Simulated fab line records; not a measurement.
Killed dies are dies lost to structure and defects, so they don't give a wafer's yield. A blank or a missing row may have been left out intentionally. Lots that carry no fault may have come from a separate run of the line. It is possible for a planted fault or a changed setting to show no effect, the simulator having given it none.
Which of the tools did it? -- flow sky130 -- 12 lots with 36 wafers sampled at 5 steps, on a route of 708 steps

WHAT THE GAUGES SHOWED, per wafer
SKY_VT_ADJUST_LVTN_TW_MEAS_21.
lot,measured,on,VT_ADJUST_LVTN_2_TW
L219,day 7 11:38,film-metro-02,188.0 189.0 189.4
L226,day 9 10:14,film-metro-04,209.7 209.0 208.5
L229,day 10 07:15,film-metro-04,209.3 208.3 208.8
L230,day 10 14:29,film-metro-01,187.4 187.3 188.1
L232,day 11 03:00,film-metro-01,188.6 187.7 186.7
L235,day 12 21:38,film-metro-02,187.5 187.1 188.0
L237,day 13 10:52,film-metro-04,189.9 190.4 189.7
L238,day 13 11:25,film-metro-01,188.0 188.8 188.3
L240,day 13 23:33,film-metro-04,190.0 189.9 189.2
L239,day 13 23:56,film-metro-02,188.1 189.1 189.0
L241,day 14 03:38,film-metro-04,189.1 189.1 187.9
L242,day 15 21:44,film-metro-02,188.2 188.7 188.6

SKY_VT_ADJUST_NCORE_TW_MEAS_11.
lot,measured,on,VT_ADJUST_NCORE_TW
L219,day 8 07:28,film-metro-03,214.2 213.8 213.9
L226,day 10 07:58,film-metro-01,218.5 218.5 219.7
L229,day 11 06:07,film-metro-01,219.4 217.4 218.5
L230,day 11 14:11,film-metro-02,221.4 220.7 220.9
L232,day 12 03:02,film-metro-01,218.3 218.6 217.3
L235,day 13 22:55,film-metro-01,218.6 218.3 218.9
L237,day 14 13:13,film-metro-01,218.0 218.3 217.9
L238,day 14 14:02,film-metro-03,212.4 214.4 213.8
L240,day 15 02:44,film-metro-02,220.5 220.5 219.1
L239,day 15 03:01,film-metro-03,213.7 214.7 215.0
L241,day 15 06:25,film-metro-02,220.2 218.8 219.5
L242,day 17 02:45,film-metro-01,216.4 217.7 218.5

SKY_POLY_GATE_THK_MEAS_04.
lot,measured,on,POLY_GATE_CVD_03_THK (nm)
L219,day 14 19:28,film-metro-03,75.1 75.8 75.6
L226,day 17 11:04,film-metro-01,74.6 73.9 74.7
L229,day 18 11:44,film-metro-01,73.5 73.9 74.6
L230,day 18 23:25,film-metro-04,74.9 74.4 73.8
L232,day 19 15:09,film-metro-03,74.5 75.0 74.8
L235,day 21 18:35,film-metro-01,74.2 73.9 73.6
L237,day 22 08:35,film-metro-01,75.2 75.0 75.7
L238,day 22 12:35,film-metro-01,74.2 74.4 73.7
L240,day 22 23:31,film-metro-01,73.5 73.3 74.1
L239,day 23 04:37,film-metro-04,74.3 74.7 74.8
L241,day 23 06:28,film-metro-03,73.5 73.2 73.5
L242,day 25 06:22,film-metro-03,75.2 75.1 75.0

TOOL THAT RAN EACH LOT (tool first, then ch and the chambers of the sampled wafers, then the start)
lot,SKY_VT_ADJUST_LVTN_IMPLANT_19,SKY_VT_ADJUST_LVTN_STRIP_20
L219,"implanter-04 ch 0, day 7 11:23","plasma-asher-04 ch 0,1, day 7 11:32"
L226,"implanter-02 ch 0, day 9 09:59","plasma-asher-04 ch 0,1, day 9 10:08"
L229,"implanter-02 ch 0, day 10 07:01","plasma-asher-03 ch 0,1, day 10 07:08"
L230,"implanter-04 ch 0, day 10 14:15","plasma-asher-04 ch 0,1, day 10 14:23"
L232,"implanter-04 ch 0, day 11 02:47","plasma-asher-03 ch 0,1, day 11 02:55"
L235,"implanter-04 ch 0, day 12 21:23","plasma-asher-04 ch 0,1, day 12 21:32"
L237,"implanter-04 ch 0, day 13 10:39","plasma-asher-02 ch 0,1, day 13 10:47"
L238,"implanter-02 ch 0, day 13 11:11","plasma-asher-03 ch 0,1, day 13 11:19"
L240,"implanter-04 ch 0, day 13 23:19","plasma-asher-02 ch 0,1, day 13 23:26"
L239,"implanter-02 ch 0, day 13 23:41","plasma-asher-03 ch 0,1, day 13 23:50"
L241,"implanter-04 ch 0, day 14 03:23","plasma-asher-02 ch 0,1, day 14 03:32"
L242,"implanter-02 ch 0, day 15 21:29","plasma-asher-02 ch 0,1, day 15 21:38"
- SKY_VT_ADJUST_LVTN_IMPLANT_19
- SKY_VT_ADJUST_LVTN_STRIP_20: strips in O2/N2.

WHAT THE TOOLS THEMSELVES READ (means of the sampled wafers that have a number; where no wafer has one, the mark that the record gives instead)
SKY_VT_ADJUST_LVTN_IMPLANT_19.
lot,tool,beam-on-s (s),faraday-current-uA
L219,implanter-04,9.97,3.67
L226,implanter-02,14.13,2.59
L229,implanter-02,14.14,2.59
L230,implanter-04,10.10,3.62
L232,implanter-04,10.29,3.57
L235,implanter-04,10.11,3.63
L237,implanter-04,10.20,3.59
L238,implanter-02,10.06,3.64
L240,implanter-04,10.04,3.65
L239,implanter-02,9.92,3.68
L241,implanter-04,9.98,3.66
L242,implanter-02,10.06,3.64

SKY_VT_ADJUST_LVTN_STRIP_20.
lot,tool,chamber-pressure-mTorr (mTorr),drypump-motor-current-A (A),oes-product-au (a.u.),strip-time-to-endpoint-s (s)
L219,plasma-asher-04,1500.7,5.3,0.715,14.18
L226,plasma-asher-04,1500.3,5.3,0.719,14.15
L229,plasma-asher-03,1499.5,5.8,0.721,14.18
L230,plasma-asher-04,1500.6,5.3,0.713,14.15
L232,plasma-asher-03,1499.5,5.8,0.713,14.22
L235,plasma-asher-04,1499.6,5.3,0.720,14.19
L237,plasma-asher-02,1500.3,5.9,0.716,14.14
L238,plasma-asher-03,1500.3,5.5,0.720,14.24
L240,plasma-asher-02,1498.1,5.9,0.714,14.16
L239,plasma-asher-03,1500.8,5.8,0.712,14.16
L241,plasma-asher-02,1499.9,5.8,0.719,14.22
L242,plasma-asher-02,1501.4,5.9,0.712,14.21

THE ANSWER, worked out from the rows above alone
Rule: what is usual is taken from the lots themselves. Put in order of their means at a reading, lots are off if they are a third of the lots or fewer, leave a main group of 4 or more, and stand apart from it by a gap of 3 or more times the standard deviation of the main group's means; of several such gaps the widest counts. A main group is skipped when, at the precision printed for the reading in the tables above, its means are all equal. A lot without any number at a reading at which 4 lots or more have one is off too. Any other lot the step has rows for is counted as sound. The gauges are gone through in route order, then the tools' own readings, and for those a lot's mean is taken as printed above. At the first step where some lot is off, the reading lying furthest off is the one used; lots without a number count as furthest.
Off: L226, L229, at SKY_VT_ADJUST_LVTN_TW_MEAS_21 (VT_ADJUST_LVTN_2_TW). Mean 188.6 and standard deviation 0.79 in the main group.
If a tool, at a process step before that reading, ran all the lots that are off and no sound lot after the first of them, it fits. The gauges at SKY_VT_ADJUST_LVTN_TW_MEAS_21 aren't tried: what is off there is off at SKY_VT_ADJUST_LVTN_IMPLANT_19 too, on other tools, and a gauge's error can't cause that. Of those tried, none fits.

WHAT THE SIMULATOR PUT IN
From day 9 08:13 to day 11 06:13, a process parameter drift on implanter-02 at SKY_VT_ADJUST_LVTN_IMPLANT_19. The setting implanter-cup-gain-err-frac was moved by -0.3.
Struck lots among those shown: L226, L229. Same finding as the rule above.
